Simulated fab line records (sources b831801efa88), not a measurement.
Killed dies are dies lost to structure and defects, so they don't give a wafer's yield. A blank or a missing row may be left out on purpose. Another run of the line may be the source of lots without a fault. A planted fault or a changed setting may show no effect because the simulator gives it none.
A single fault, viewed from 2 desks    flow sky130    what lay behind the numbers comes last; until then each desk has only its own

## AT THE TOOL OWNER'S DESK: furnace-02
The tool's own readings at SKY_POLY_GATE_OXIDATION_20 (stabilise 600 s, purge 300 s, target thk 4 nm): means of the sampled wafers that have a number, for each lot that ran on this tool. Marked OUT: a lot whose mean sits more than 4 standard deviations from the usual mean, which makes it out of limits; the brackets give that distance.
Columns: A = spike tc bottom C at SKY_POLY_GATE_OXIDATION_20, usual 867 C; B = spike tc centre C at SKY_POLY_GATE_OXIDATION_20, usual 849.9 C; C = spike tc lower C at SKY_POLY_GATE_OXIDATION_20, usual 851.1 C; D = spike tc top C at SKY_POLY_GATE_OXIDATION_20, usual 864.1 C; E = spike tc upper C at SKY_POLY_GATE_OXIDATION_20, usual 850.9 C; F = zone power lower pct at SKY_POLY_GATE_OXIDATION_20, usual 15.5 %; G = zone power top pct at SKY_POLY_GATE_OXIDATION_20, usual 30.6 %
lot   first seen here  A               B                C                D                E                F     G
L501  day 16 17:30     864             849.2            852.1            863.5            851.0            15.9  30.7
L504  day 17 19:16     864             848.5            850.5            862.7            849.9            16.1  30.4
L515  day 22 05:51     896 (+6.7) OUT  881.5 (+21) OUT  883.8 (+33) OUT  894.8 (+26) OUT  884.2 (+33) OUT  17.2  32.4 (+6.0) OUT
L516  day 22 13:34     897 (+6.9) OUT  881.1 (+21) OUT  883.5 (+32) OUT  896.7 (+27) OUT  883.3 (+32) OUT  17.2  32.2 (+5.4) OUT
This desk's verdict: out of limits on L515, L516, starting with L515 at day 22 05:51 (spike tc bottom C at SKY_POLY_GATE_OXIDATION_20). In limits: L501, L504.

## FROM THE METROLOGY DESK
Means of the sampled wafers that have a number, per lot and without regard to the tool the lot ran on: this is what the gauges read. Marked OUT: a lot whose mean sits more than 4 standard deviations from the usual mean, which makes it out of limits; the brackets give that distance.
Columns: A = SONOS_ONO_CVD_04_THK at SKY_SONOS_ONO_THK_MEAS_05, usual 5.67 nm; B = POLY_GATE_CVD_03_THK at SKY_POLY_GATE_THK_MEAS_04, usual 75.2 nm; C = POLY_GATE_OXIDATION_THK at SKY_POLY_GATE_THK_MEAS_21, usual 3.99 nm
lot   first seen here  A     B     C
L500  day 11 20:19     5.77  76.4  4.16
L501  day 12 01:48     5.78  75.7  3.99
L504  day 12 19:37     5.73  75.5  4.07
L505  day 13 09:14     5.73  74.5  3.98
L512  day 15 16:08     5.75  74.9  4.00
L514  day 16 05:50     5.53  74.9  4.05
L515  day 16 12:50     5.49  75.8  5.90 (+26) OUT
L516  day 17 01:52     5.64  75.6  5.85 (+25) OUT
L517  day 17 08:53     5.45  76.1  3.97
L518  day 17 18:56     5.70  75.2  3.94
L522  day 19 06:07     5.53  74.4  3.95
L523  day 19 11:41     5.51  74.0  3.95
This desk's finding: out of limits on L515, L516; first on L515, day 22 07:06 (POLY_GATE_OXIDATION_THK at SKY_POLY_GATE_THK_MEAS_21). In limits: L500, L501, L504, L505, L512, L514, L517, L518, L522, L523.

## BROUGHT TOGETHER
The tool owner's desk had the chance to raise an alarm at day 22 05:51 on L515, L516.
On L515, L516, the metrology desk was in a position to raise an alarm at day 22 07:06.
The lots listed all ran SKY_POLY_GATE_OXIDATION_20 on furnace-02.

## WHAT THE SIMULATOR HAD PUT IN
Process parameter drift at SKY_POLY_GATE_OXIDATION_20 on furnace-02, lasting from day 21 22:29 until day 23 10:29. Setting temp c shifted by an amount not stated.
Shown lots that were struck: L515, L516.
Delay (hours) between the fault's onset and each desk's first out-of-limits reading: 7 at the tool owner's desk, 9 at the metrology desk.
